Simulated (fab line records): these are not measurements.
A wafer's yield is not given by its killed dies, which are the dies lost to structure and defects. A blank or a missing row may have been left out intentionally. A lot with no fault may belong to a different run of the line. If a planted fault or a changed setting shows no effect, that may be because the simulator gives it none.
Problem report, 8D (eight disciplines) form, completed by code / flow sky130 / the parts of the form that need people (team, actions taken, sign-off) are left out

## 1. WHAT IS WRONG
Wafers free of any fault read 1.5 nm (standard deviation 1.4) for LDD_HVN_OVL at SKY_LDD_HVN_OVL_MEAS_07, against a mean of 51.9 nm on 12 wafers of 4 lots. That is +36 standard deviations from the usual mean.
The first sign was on wafer L181.4 at day 27 13:22, on overlay-02. The record has a number at this step for 39 wafers belonging to 13 lots. The rule behind "out" and "out of limits": a value lying over 4 standard deviations away from the usual mean. Any other wafer with a number is counted as sound.

## 2. WHAT THIS IS AND IS NOT
question=which readings at this step | is=LDD_HVN_OVL | is not=-
question=which lots | is=L181, L182, L183, L185 | is not=L164, L165, L166, L167, L169, L175, L177, L180, L184
question=which wafers of those lots | is=all that have a number | is not=-
question=read on which gauges | is=overlay-01, overlay-02 | is not=-
question=when | is=from day 27 13:22 | is not=up to then (21 sound wafers); but 6 sound wafers of L180, L184 came after

## 3. WHAT RULES OUT EACH SUSPECT
Counting: a tool stays on the suspect list if, at a process step up to the reading, it processed all lots that are out and no sound lot following the first of them.
- the gauge at SKY_LDD_HVN_OVL_MEAS_07 has been ruled out. Those wafers that are out were read across 2 gauges (overlay-01, overlay-02).
- iline_stepper-02 at SKY_LDD_HVN_EXPOSE_04 (exposes mask HVNTM, target cd 700 nm): kept. It processed each lot that is out, first L181 at day 26 23:33, and no sound lot thereafter; up to then, the last sound lot it processed was L169 at day 22 13:19.
After counting, what remains is iline_stepper-02 at SKY_LDD_HVN_EXPOSE_04.

## 4. THE CAUSE (what the simulator had put in)
Scanner matching overlay: iline_stepper-02, from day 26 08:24 on, at SKY_LDD_HVN_EXPOSE_04. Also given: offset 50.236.
This tool alone remained once counting was done.

## 5. THE CHAIN OF EFFECTS, in route order
Each row: a reading where the mean over the struck wafers with a number is more than 3 standard deviations away from the usual. Readings are gone through only where the record gives a usual standard deviation; hours: the median, over the lots, of the time from a lot's start at the first step in this table giving one to that lot's start at this step; sigmas: the change measured in usual standard deviations.
hours=0; step=SKY_LDD_HVN_OVL_MEAS_07; reading=LDD_HVN_OVL; usual=1.5 nm; on struck wafers=51.9; change=+50.4; sigmas=+36
Later measuring or inspecting steps at which every struck wafer that the step has a row for has a number for every such reading, and none has moved that far: SKY_LDD_HVP_OVL_MEAS_07.

## 6. WHAT WOULD HAVE CAUGHT IT SOONER
The first out-of-limits reading at a measuring or inspecting step in this record came at day 27 13:22, 29 hours after the fault's start at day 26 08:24.
No tool reading at SKY_LDD_HVN_EXPOSE_04 that has a usual standard deviation in the record was out on any struck wafer, so an alarm limit of 4 standard deviations on those readings would not have fired.
Among the 4 lots that are out, L185 began SKY_LDD_HVN_EXPOSE_04 on iline_stepper-02 after day 27 13:22. Putting the tool on hold at that point would have spared it.
